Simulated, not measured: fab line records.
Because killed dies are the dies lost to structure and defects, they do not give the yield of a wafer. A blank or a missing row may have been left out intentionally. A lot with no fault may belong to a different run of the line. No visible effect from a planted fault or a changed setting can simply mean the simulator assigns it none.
The tool behind it: which one?	flow gf180mcu	24 lots with 72 wafers sampled at 5 steps, on a route of 602 steps

WHAT THE GAUGES READ, wafer by wafer
GF_POLY_GATE_CD_MEAS_18.
lot	measured	on	cd-nm (nm)
L074	day 9 07:57	cd-sem-02	281.2 285.7 282.6
L075	day 9 13:29	cd-sem-01	284.3 279.3 285.8
L076	day 9 21:39	cd-sem-02	281.2 281.0 281.2
L077	day 10 06:53	cd-sem-01	284.9 285.5 279.8
L078	day 10 13:26	cd-sem-01	282.0 281.8 283.5
L079	day 10 20:50	cd-sem-01	281.4 281.2 280.4
L080	day 10 23:32	cd-sem-01	277.5 279.8 277.5
L081	day 11 14:03	cd-sem-02	278.9 281.7 279.1
L082	day 11 14:04	cd-sem-01	279.7 278.9 281.6
L083	day 12 00:25	cd-sem-01	285.7 280.6 282.8
L084	day 12 07:43	cd-sem-02	281.9 275.3 282.3
L085	day 12 16:56	cd-sem-01	281.0 279.1 278.0
L086	day 12 20:00	cd-sem-01	280.6 284.0 281.1
L087	day 13 04:08	cd-sem-01	279.4 283.1 281.8
L088	day 13 13:25	cd-sem-02	276.8 279.1 276.8
L089	day 13 17:17	cd-sem-02	281.2 278.5 277.4
L090	day 13 22:49	cd-sem-02	280.6 276.1 281.3
L091	day 14 06:14	cd-sem-02	278.1 279.5 280.9
L092	day 14 12:17	cd-sem-02	282.9 283.9 280.8
L093	day 14 23:37	cd-sem-02	279.6 275.9 280.8
L094	day 15 07:59	cd-sem-02	280.8 280.3 276.1
L095	day 15 13:42	cd-sem-01	275.5 279.5 273.8
L096	day 15 17:03	cd-sem-02	278.5 273.9 276.5
L097	day 16 08:24	cd-sem-01	279.0 276.0 277.9

GF_V1_THK_MEAS_25: measures by xrf.
lot	measured	on	V1_W_THK (nm)
L074	day 18 02:58	film-metro-04	347 347 347
L075	day 18 11:57	film-metro-03	342 342 346
L076	day 18 23:48	film-metro-02	342 338 339
L077	day 19 10:42	film-metro-04	351 352 345
L078	day 19 20:20	film-metro-04	351 342 352
L079	day 20 06:09	film-metro-02	342 342 342
L080	day 20 09:02	film-metro-02	350 342 341
L081	day 21 03:32	film-metro-02	333 337 336
L082	day 21 03:53	film-metro-03	347 346 346
L083	day 21 19:02	film-metro-04	346 337 337
L084	day 22 01:33	film-metro-04	348 352 344
L085	day 22 15:26	film-metro-02	332 332 331
L086	day 22 18:35	film-metro-04	344 348 343
L087	day 23 00:25	film-metro-02	345 343 340
L088	day 23 11:17	film-metro-02	335 340 333
L089	day 23 16:29	film-metro-02	339 345 343
L090	day 23 22:02	film-metro-04	339 347 342
L091	day 24 07:59	film-metro-03	346 347 348
L092	day 24 15:20	film-metro-03	335 340 341
L093	day 25 00:17	film-metro-03	347 346 350
L094	day 25 09:23	film-metro-03	349 353 348
L095	day 25 15:42	film-metro-02	341 345 339
L096	day 25 19:04	film-metro-02	337 338 337
L097	day 26 09:40	film-metro-04	349 344 349

WHICH TOOL RAN EACH LOT (tool, then ch and the chambers of the sampled wafers, then the start)
lot	GF_MVSD_STRIP_10	GF_VT_IMPLANT_STRIP_42	GF_M1_SPUTTER_04
L074	plasma-asher-02 ch 0,1, day 4 10:58	plasma-asher-01 ch 1, day 7 13:34	pvd-sputter-04, day 16 01:12
L075	plasma-asher-02 ch 0, day 4 15:58	plasma-asher-01 ch 0,1, day 7 19:46	pvd-sputter-01, day 16 09:38
L076	plasma-asher-03 ch 0, day 4 21:01	plasma-asher-04 ch 0,1, day 8 01:22	pvd-sputter-02, day 16 21:13
L077	plasma-asher-01 ch 0,1, day 5 04:58	plasma-asher-01 ch 0,1, day 8 09:33	pvd-sputter-01, day 17 07:29
L078	plasma-asher-03 ch 0,1, day 5 09:43	plasma-asher-04 ch 0,1, day 8 17:00	pvd-sputter-04, day 17 17:25
L079	plasma-asher-03 ch 0,1, day 5 15:10	plasma-asher-04 ch 0,1, day 8 22:49	pvd-sputter-02, day 18 02:16
L080	plasma-asher-03 ch 0,1, day 5 20:31	plasma-asher-04 ch 0,1, day 9 02:41	pvd-sputter-01, day 18 06:26
L081	plasma-asher-02 ch 0,1, day 6 05:07	plasma-asher-04 ch 0,1, day 9 12:49	pvd-sputter-02, day 18 23:34
L082	plasma-asher-01 ch 0,1, day 6 08:31	plasma-asher-03 ch 0, day 9 17:37	pvd-sputter-04, day 19 00:13
L083	plasma-asher-01 ch 0,1, day 6 14:57	plasma-asher-01 ch 0,1, day 10 03:16	pvd-sputter-02, day 19 15:26
L084	plasma-asher-01 ch 0,1, day 6 20:07	plasma-asher-04 ch 0,1, day 10 07:55	pvd-sputter-02, day 19 21:59
L085	plasma-asher-01 ch 0,1, day 7 03:25	plasma-asher-04 ch 0,1, day 10 15:58	pvd-sputter-01, day 20 13:07
L086	plasma-asher-02 ch 0,1, day 7 08:22	plasma-asher-01 ch 0,1, day 10 21:25	pvd-sputter-01, day 20 16:52
L087	plasma-asher-02 ch 0,1, day 7 14:06	plasma-asher-01 ch 0,1, day 11 03:27	pvd-sputter-02, day 20 23:04
L088	plasma-asher-01 ch 0,1, day 7 20:58	plasma-asher-01 ch 0,1, day 11 12:25	pvd-sputter-01, day 21 11:04
L089	plasma-asher-03 ch 0,1, day 8 00:31	plasma-asher-01 ch 0,1, day 11 17:01	pvd-sputter-02, day 21 16:07
L090	plasma-asher-02 ch 0,1, day 8 06:52	plasma-asher-04 ch 0,1, day 11 23:48	pvd-sputter-01, day 21 21:55
L091	plasma-asher-02 ch 0,1, day 8 12:52	plasma-asher-04 ch 0, day 12 06:16	pvd-sputter-02, day 22 08:25
L092	plasma-asher-03 ch 0,1, day 8 18:46	plasma-asher-04 ch 0,1, day 12 12:01	pvd-sputter-04, day 22 16:04
L093	plasma-asher-02 ch 0,1, day 9 01:46	plasma-asher-01 ch 0,1, day 12 21:40	pvd-sputter-02, day 23 01:07
L094	plasma-asher-01 ch 0,1, day 9 08:58	plasma-asher-04 ch 0,1, day 13 05:13	pvd-sputter-04, day 23 11:23
L095	plasma-asher-03 ch 0,1, day 9 12:25	plasma-asher-01 ch 0,1, day 13 11:55	pvd-sputter-04, day 23 17:37
L096	plasma-asher-01 ch 0,1, day 9 18:03	plasma-asher-01 ch 0,1, day 13 16:14	pvd-sputter-01, day 23 22:04
L097	plasma-asher-03 ch 0,1, day 10 05:52	plasma-asher-01 ch 0,1, day 14 05:55	pvd-sputter-04, day 24 13:05
- GF_MVSD_STRIP_10: strips in O2/N2.
- GF_VT_IMPLANT_STRIP_42: strips in O2/N2.
- GF_M1_SPUTTER_04: material TiN, target thk 50 nm, time 41.7 s.

WHAT THE TOOLS THEMSELVES READ (means of the sampled wafers that have a number; where no wafer has one, the mark that the record gives instead)
GF_MVSD_STRIP_10.
lot	tool	drypump-motor-current-A (A)	heater-power-w (W)	n2-flow-sccm (sccm)	o2-flow-sccm (sccm)	oes-product-au (a.u.)	platen-temp-c (C)	strip-time-to-endpoint-s (s)
L074	plasma-asher-02	5.2	315	299.5	3001	0.721	250.00	37.03
L075	plasma-asher-02	5.2	334	299.3	2998	0.720	250.20	36.98
L076	plasma-asher-03	6.5	303	300.2	2991	0.721	249.93	36.98
L077	plasma-asher-01	5.9	312	300.4	3004	0.721	250.24	36.91
L078	plasma-asher-03	5.8	344	300.8	2996	0.727	250.03	36.95
L079	plasma-asher-03	5.7	338	300.0	3003	0.725	249.99	37.00
L080	plasma-asher-03	5.7	344	301.0	2994	0.724	250.06	37.04
L081	plasma-asher-02	5.2	324	299.9	2999	0.722	250.08	37.14
L082	plasma-asher-01	6.0	326	300.5	2996	0.713	249.93	36.95
L083	plasma-asher-01	6.0	333	300.7	2995	0.722	250.19	37.09
L084	plasma-asher-01	5.9	334	300.4	3008	0.721	250.03	37.05
L085	plasma-asher-01	5.9	337	299.7	3000	0.722	250.05	36.93
L086	plasma-asher-02	5.2	323	300.4	2998	0.717	249.96	37.15
L087	plasma-asher-02	5.2	325	300.4	3010	0.722	249.93	37.04
L088	plasma-asher-01	5.9	332	299.8	3003	0.720	250.08	36.80
L089	plasma-asher-03	6.2	325	300.5	3004	0.719	249.99	36.94
L090	plasma-asher-02	5.2	322	299.7	3000	0.719	250.20	37.02
L091	plasma-asher-02	5.2	313	299.4	2993	0.717	250.08	37.11
L092	plasma-asher-03	6.2	324	299.7	3007	0.729	249.78	37.01
L093	plasma-asher-02	5.2	323	299.9	3004	0.721	250.12	36.88
L094	plasma-asher-01	5.9	337	299.6	3001	0.722	250.03	37.09
L095	plasma-asher-03	5.8	348	299.8	2993	0.722	250.04	37.14
L096	plasma-asher-01	5.9	334	301.3	3011	0.721	249.91	37.03
L097	plasma-asher-03	6.2	321	300.3	3011	0.723	249.91	36.91

GF_VT_IMPLANT_STRIP_42.
lot	tool	drypump-motor-current-A (A)	heater-power-w (W)	n2-flow-sccm (sccm)	o2-flow-sccm (sccm)	oes-product-au (a.u.)	platen-temp-c (C)	strip-time-to-endpoint-s (s)
L074	plasma-asher-01	6.0	346	299.5	2984	0.719	249.98	12.60
L075	plasma-asher-01	5.9	320	299.4	2995	0.717	249.94	12.68
L076	plasma-asher-04	5.3	361	301.2	3002	0.714	249.83	12.63
L077	plasma-asher-01	6.0	332	300.1	2999	0.715	250.19	12.64
L078	plasma-asher-04	5.3	352	299.3	2986	0.717	249.94	12.61
L079	plasma-asher-04	5.3	353	299.8	2999	0.710	249.93	12.68
L080	plasma-asher-04	5.3	361	299.4	2996	0.716	249.82	12.62
L081	plasma-asher-04	5.3	361	299.9	2993	0.718	249.92	12.61
L082	plasma-asher-03	6.6	304	300.4	2993	0.716	249.90	12.60
L083	plasma-asher-01	5.9	316	300.2	2995	0.713	250.18	12.64
L084	plasma-asher-04	5.3	355	300.4	2992	0.716	249.97	12.59
L085	plasma-asher-04	5.3	362	300.3	2998	0.712	249.98	12.65
L086	plasma-asher-01	5.9	334	300.0	3009	0.715	250.06	12.60
L087	plasma-asher-01	5.9	334	299.5	3005	0.716	250.06	12.62
L088	plasma-asher-01	5.9	329	300.1	3000	0.714	250.03	12.71
L089	plasma-asher-01	5.9	319	300.0	2991	0.714	249.91	12.64
L090	plasma-asher-04	5.4	354	298.9	2997	0.720	250.07	12.62
L091	plasma-asher-04	5.3	349	298.8	2991	0.715	250.06	12.65
L092	plasma-asher-04	5.3	367	299.9	2997	0.720	249.93	12.64
L093	plasma-asher-01	5.9	314	300.8	3007	0.716	249.98	12.64
L094	plasma-asher-04	5.3	358	300.3	2997	0.715	249.94	12.59
L095	plasma-asher-01	5.9	332	300.7	2998	0.717	249.86	12.63
L096	plasma-asher-01	5.9	319	300.6	2993	0.713	249.83	12.62
L097	plasma-asher-01	6.0	331	299.0	3013	0.716	250.04	12.61

GF_M1_SPUTTER_04.
lot	tool	throttle-valve-pct (%)
L074	pvd-sputter-04	29.9
L075	pvd-sputter-01	30.8
L076	pvd-sputter-02	30.2
L077	pvd-sputter-01	30.5
L078	pvd-sputter-04	29.8
L079	pvd-sputter-02	30.3
L080	pvd-sputter-01	30.7
L081	pvd-sputter-02	29.8
L082	pvd-sputter-04	29.7
L083	pvd-sputter-02	30.0
L084	pvd-sputter-02	29.8
L085	pvd-sputter-01	30.9
L086	pvd-sputter-01	30.5
L087	pvd-sputter-02	29.7
L088	pvd-sputter-01	30.1
L089	pvd-sputter-02	29.8
L090	pvd-sputter-01	30.4
L091	pvd-sputter-02	29.7
L092	pvd-sputter-04	29.6
L093	pvd-sputter-02	29.9
L094	pvd-sputter-04	29.0
L095	pvd-sputter-04	29.2
L096	pvd-sputter-01	30.5
L097	pvd-sputter-04	30.1

THE ANSWER, worked out from the rows above alone
Rule: the lots themselves supply what counts as usual. The widest of any qualifying gaps counts: lots, ordered by their means at a reading, are off when they make up no more than a third of the lots, leave a main group of 4 or more, and stand apart from it by 3 or more times the standard deviation of that group's means. If all means in a main group match to the digits the tables above print for the reading, that group is not used. Also off: a lot with no number at a reading for which 4 or more lots have one. Where the step has rows for the other lots, those lots are counted as sound. Order of review: gauges by route order, followed by the tools' own readings, for which a lot's mean as printed above is used. At the first step where some lot is off, the reading lying furthest off is the one used; lots without a number count as furthest.
None of the lots is off at any reading shown; this tells nothing.

WHAT THE SIMULATOR HAD INSERTED
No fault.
